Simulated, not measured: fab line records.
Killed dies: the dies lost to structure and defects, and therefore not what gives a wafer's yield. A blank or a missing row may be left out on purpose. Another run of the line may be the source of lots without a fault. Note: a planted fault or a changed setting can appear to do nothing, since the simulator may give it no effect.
Split-lot experiment || flow sky130 || 23 wafers read from 5 lots, route of 708 steps

== ON THE SPLIT ==
At SKY_LDD_P_DEVELOP_06 (develop time 60 s), the setting dev temp c was moved away from the recipe's 23 C on 10 of the 23 wafers read, by -16.2% to +15.0%. For the rest of the wafers, this setting stayed at what the recipe calls for.

Split to reading: the file shows no intervening step.

== THE READING ==
cd nm at SKY_LDD_P_CD_MEAS_07, given in nm (cd target 380 nm). On this fab line, fault-free wafers typically give 380 nm with a standard deviation of 3.3 nm.

{"wafer": "L076.1", "tool, chamber at the split": "litho track-02, 0", "dev temp c as run, C": 24.31, "against the recipe": "+5.7%", "cd nm, nm": 376, "against lot-mates on the recipe": -2}
{"wafer": "L076.2", "tool, chamber at the split": "litho track-02, 0", "dev temp c as run, C": 24.31, "against the recipe": "+5.7%", "cd nm, nm": 376, "against lot-mates on the recipe": -2}
{"wafer": "L076.3", "tool, chamber at the split": "litho track-02, 0", "dev temp c as run, C": 23, "against the recipe": "recipe", "cd nm, nm": 378, "against lot-mates on the recipe": "-"}
{"wafer": "L076.5", "tool, chamber at the split": "litho track-02, 0", "dev temp c as run, C": 24.31, "against the recipe": "+5.7%", "cd nm, nm": 374, "against lot-mates on the recipe": -4}
{"wafer": "L076.6", "tool, chamber at the split": "litho track-02, 0", "dev temp c as run, C": 23, "against the recipe": "recipe", "cd nm, nm": 378, "against lot-mates on the recipe": "-"}
{"wafer": "L078.1", "tool, chamber at the split": "litho track-02, 0", "dev temp c as run, C": 19.28, "against the recipe": "-16.2%", "cd nm, nm": 389, "against lot-mates on the recipe": "+11"}
{"wafer": "L078.3", "tool, chamber at the split": "litho track-02, 0", "dev temp c as run, C": 19.28, "against the recipe": "-16.2%", "cd nm, nm": 389, "against lot-mates on the recipe": "+11"}
{"wafer": "L078.4", "tool, chamber at the split": "litho track-02, 0", "dev temp c as run, C": 23, "against the recipe": "recipe", "cd nm, nm": 378, "against lot-mates on the recipe": "-"}
{"wafer": "L078.5", "tool, chamber at the split": "litho track-02, 0", "dev temp c as run, C": 23, "against the recipe": "recipe", "cd nm, nm": 379, "against lot-mates on the recipe": "-"}
{"wafer": "L078.6", "tool, chamber at the split": "litho track-02, 0", "dev temp c as run, C": 23, "against the recipe": "recipe", "cd nm, nm": 378, "against lot-mates on the recipe": "-"}
{"wafer": "L083.1", "tool, chamber at the split": "litho track-03, 0", "dev temp c as run, C": 23, "against the recipe": "recipe", "cd nm, nm": 386, "against lot-mates on the recipe": "-"}
{"wafer": "L083.2", "tool, chamber at the split": "litho track-03, 0", "dev temp c as run, C": 23, "against the recipe": "recipe", "cd nm, nm": 385, "against lot-mates on the recipe": "-"}
{"wafer": "L083.3", "tool, chamber at the split": "litho track-03, 0", "dev temp c as run, C": 20.62, "against the recipe": "-10.3%", "cd nm, nm": 392, "against lot-mates on the recipe": "+6"}
{"wafer": "L083.4", "tool, chamber at the split": "litho track-03, 0", "dev temp c as run, C": 20.62, "against the recipe": "-10.3%", "cd nm, nm": 394, "against lot-mates on the recipe": "+8"}
{"wafer": "L083.5", "tool, chamber at the split": "litho track-03, 0", "dev temp c as run, C": 20.62, "against the recipe": "-10.3%", "cd nm, nm": 391, "against lot-mates on the recipe": "+6"}
{"wafer": "L081.4", "tool, chamber at the split": "litho track-03, 0", "dev temp c as run, C": 23, "against the recipe": "recipe", "cd nm, nm": 378, "against lot-mates on the recipe": "-"}
{"wafer": "L081.5", "tool, chamber at the split": "litho track-03, 0", "dev temp c as run, C": 23, "against the recipe": "recipe", "cd nm, nm": 378, "against lot-mates on the recipe": "-"}
{"wafer": "L081.6", "tool, chamber at the split": "litho track-03, 0", "dev temp c as run, C": 23, "against the recipe": "recipe", "cd nm, nm": 378, "against lot-mates on the recipe": "-"}
{"wafer": "L084.1", "tool, chamber at the split": "litho track-02, 0", "dev temp c as run, C": 23, "against the recipe": "recipe", "cd nm, nm": 375, "against lot-mates on the recipe": "-"}
{"wafer": "L084.2", "tool, chamber at the split": "litho track-02, 0", "dev temp c as run, C": 23, "against the recipe": "recipe", "cd nm, nm": 376, "against lot-mates on the recipe": "-"}
{"wafer": "L084.3", "tool, chamber at the split": "litho track-02, 0", "dev temp c as run, C": 23, "against the recipe": "recipe", "cd nm, nm": 374, "against lot-mates on the recipe": "-"}
{"wafer": "L084.4", "tool, chamber at the split": "litho track-02, 0", "dev temp c as run, C": 26.44, "against the recipe": "+15.0%", "cd nm, nm": 365, "against lot-mates on the recipe": -10}
{"wafer": "L084.5", "tool, chamber at the split": "litho track-02, 0", "dev temp c as run, C": 26.44, "against the recipe": "+15.0%", "cd nm, nm": 364, "against lot-mates on the recipe": -11}

FIT RESULTS
A straight line over all 23 wafers: cd nm changes by -0.888 nm for each +1% of dev temp c; r = -0.90; the points scatter about the line by 3.4 nm.
The same after taking each lot's own level away (the mean of its wafers on the recipe; 23 wafers): -0.659 nm for each +1%; r = -0.99; scatter 0.85 nm.
The reading moves by 11 nm for the largest change in dev temp c, on that fit.
The span of the lots' own levels, 375.0 to 385.5 nm, comes to 3.2 times the standard deviation stated above.
So the slope is not independent of the lot-to-lot level: the two fits are not the same.
Check: with one of the wafers moved furthest among these (-16.2%) left out of the fit, the line predicts +10.8 nm for it against its lot-mates. It came out at +10.7 nm against them.

== FURTHER SPLITS ON THESE WAFERS ==
Other splits were also applied to these wafers ahead of the reading. Each is held against what the fit with the lots' levels taken away leaves over:
{"other split on the same wafers": "SKY_GATE_OXIDE_DEVELOP_09 develop time s", "wafers away from the commonest value": 8, "r with cd nm (lot level and that fit taken away)": -0.06}
{"other split on the same wafers": "SKY_POLY_GATE_COAT_07 spin rpm", "wafers away from the commonest value": 7, "r with cd nm (lot level and that fit taken away)": -0.32}
{"other split on the same wafers": "SKY_POLY_GATE_EXPOSE_10 dose mj", "wafers away from the commonest value": 9, "r with cd nm (lot level and that fit taken away)": "+0.31"}
{"other split on the same wafers": "SKY_POLY_GATE_ETCH_17 time s", "wafers away from the commonest value": 6, "r with cd nm (lot level and that fit taken away)": -0.17}

== FILE'S OWN FIT ==
cd nm changes by -0.66 nm for each +1% of dev temp c, r = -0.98.
